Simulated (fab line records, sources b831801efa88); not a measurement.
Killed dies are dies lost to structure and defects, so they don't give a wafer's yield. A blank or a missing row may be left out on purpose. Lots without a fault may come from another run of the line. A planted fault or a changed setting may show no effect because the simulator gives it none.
A struck lot beside a sound one | flow sky130 | 29 steps out of a route of 708
Sound: wafers L802.2, L802.4, L802.5. Struck: wafers L805.1, L805.4, L805.5. The cause comes at the end.
At each step with rows: each side's tool, then ch and its chambers, then its first start. Under that, the readings that differ: sound wafers | struck wafers | difference of the means | sigmas: that difference in standard deviations of wafers without a fault.
alike: readings whose means differ by less than 2 such deviations, and words and numbers that are the same on both sides. not compared: withheld readings, readings that some wafer has no value for, bounds like >300 that may hide the same value, and numbers for which the record gives no deviation and whose values overlap.
The two part at a step that has a row with sigmas, a row that says differs or no value, or rows on one side only. Numbers that don't overlap but have no deviation are shown without sigmas and don't part them. A reading that every wafer of one side lacks parts them only if that side has two wafers or more.

SKY_POLY_GATE_CD_MEAS_13: target cd 150 nm.
  sound on cd_sem-01, day 16 14:15; struck on cd_sem-01, day 17 14:59
  alike: cd_nm
SKY_POLY_GATE_OVL_MEAS_14:
  sound on overlay-01, day 16 14:21; struck on overlay-01, day 17 15:07
  alike: POLY_GATE_OVL
SKY_POLY_GATE_ETCH_15: etches BARC in N2/H2, stops on SiO2, time 118.5 s, target depth 110 nm.
  sound on rie_diel-04 ch 2,3, day 16 14:23; struck on rie_diel-03 ch 0,1,2, day 17 15:08
  alike: chamber_pressure_mTorr, drypump_motor_current_A, oes_product_au, throttle_valve_pct
  not compared: rf_hours_counter_h
SKY_POLY_GATE_ETCH_16: etches Si3N4 in CH3F/O2, stops on poly-Si, time 147.5 s, target depth 75 nm.
  sound on rie_diel-04 ch 2,3, day 16 14:28; struck on rie_diel-03 ch 0,1,2, day 17 15:13
  alike: chamber_pressure_mTorr, drypump_motor_current_A, oes_product_au, throttle_valve_pct
  not compared: rf_hours_counter_h
SKY_POLY_GATE_ETCH_17: etches poly-Si in HBr/Cl2, stops on SiO2, target depth 180 nm, time 70.5 s.
  sound on rie_si-02 ch 0,2, day 16 14:34; struck on rie_si-02 ch 0,1,2, day 17 15:19
  alike: chamber_pressure_mTorr, drypump_motor_current_A, oes_product_au, throttle_valve_pct
  not compared: rf_hours_counter_h
SKY_POLY_GATE_STRIP_18: strips in O2/N2.
  sound on plasma_asher-03 ch 0,1, day 16 14:37; struck on plasma_asher-04 ch 0,1, day 17 15:23
  alike: chamber_pressure_mTorr, drypump_motor_current_A, oes_product_au, strip_time_to_endpoint_s
  not compared: rf_hours_counter_h
then, 2 steps without rows for these wafers: SKY_POLY_GATE_CLEAN_19 (cleans in SC1/SC2, time 150 s); SKY_POLY_GATE_OXIDATION_20 (stabilise 600 s, purge 300 s, target thk 4 nm).
SKY_POLY_GATE_THK_MEAS_21:
  sound on film_metro-01, day 16 16:38; struck on film_metro-03, day 17 17:55
  alike: POLY_GATE_OXIDATION_THK
SKY_POLY_GATE_CD_MEAS_22:
  sound on cd_sem-02, day 16 16:43; struck on cd_sem-02, day 17 17:58
  alike: cd_nm
then, 2 steps without rows for these wafers: SKY_LDD_N_DEHYDRATE_00 (time 60 s); SKY_LDD_N_HMDS_01 (prime time 60 s).
SKY_LDD_N_COAT_02: resist thk 300 nm.
  sound on litho_track-04 ch 0, day 17 07:31; struck on litho_track-02 ch 0, day 18 09:02
  reading                                    | sound                | struck               | difference | sigmas
  spin_speed_rpm (rpm)                       | 2998.3 3001.4 2998.4 | 2933.5 2931.2 2930.9 | -67.5      | -38
  model.NOVOLAK_of_LDD_N_COAT_02.thk_nm (nm) | 300.4 298.9 299.4    | 303.6 304.3 304.2    | +4.5       |
then, 3 steps without rows for these wafers: SKY_LDD_N_SOFTBAKE_03 (time 60 s); SKY_LDD_N_EXPOSE_04 (exposes mask NTM, target cd 840 nm); SKY_LDD_N_PEB_05.
SKY_LDD_N_DEVELOP_06: develop time 60 s.
  sound on litho_track-02 ch 0, day 17 21:40; struck on litho_track-03 ch 0, day 18 23:29
  reading                                    | sound             | struck          | difference | sigmas
  model.NOVOLAK_of_LDD_N_COAT_02.thk_nm (nm) | 300.8 299.4 299.8 | 304 304.8 304.6 | +4         |
SKY_LDD_N_OVL_MEAS_07:
  sound on overlay-01, day 17 21:47; struck on overlay-02, day 18 23:38
  alike: LDD_N_OVL
then, 8 steps without rows for these wafers: SKY_LDD_N_IMPLANT_08; SKY_LDD_N_IMPLANT_09; SKY_LDD_N_IMPLANT_10; SKY_LDD_N_IMPLANT_11; SKY_LDD_N_IMPLANT_12; SKY_LDD_N_IMPLANT_13; SKY_LDD_N_IMPLANT_14; SKY_LDD_N_IMPLANT_15.
SKY_LDD_N_STRIP_16: strips in O2/N2.
  sound on plasma_asher-03 ch 0,1, day 17 23:01; struck on plasma_asher-03 ch 0, day 19 00:52
  reading                      | sound             | struck            | difference | sigmas
  strip_time_to_endpoint_s (s) | 4.332 4.323 4.311 | 4.374 4.373 4.381 | +0.054     | +4
  alike: chamber_pressure_mTorr, drypump_motor_current_A, oes_product_au
  not compared: rf_hours_counter_h
SKY_LDD_N_TW_MEAS_17:
  sound on film_metro-02, day 17 23:08; struck on film_metro-04, day 19 00:58
  alike: LDD_N_TW
SKY_PAD_OPEN_PROBE_99:
  the record has rows for the sound wafers here (prober-02, day 45 18:22) and none for the struck ones

WHERE THEY PART
First at SKY_LDD_N_COAT_02; last, within this record, at SKY_PAD_OPEN_PROBE_99.

WHY: what the simulator had put in
Process parameter drift: litho_track-02, from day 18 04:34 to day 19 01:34, at SKY_LDD_N_COAT_02. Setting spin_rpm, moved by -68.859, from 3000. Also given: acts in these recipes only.
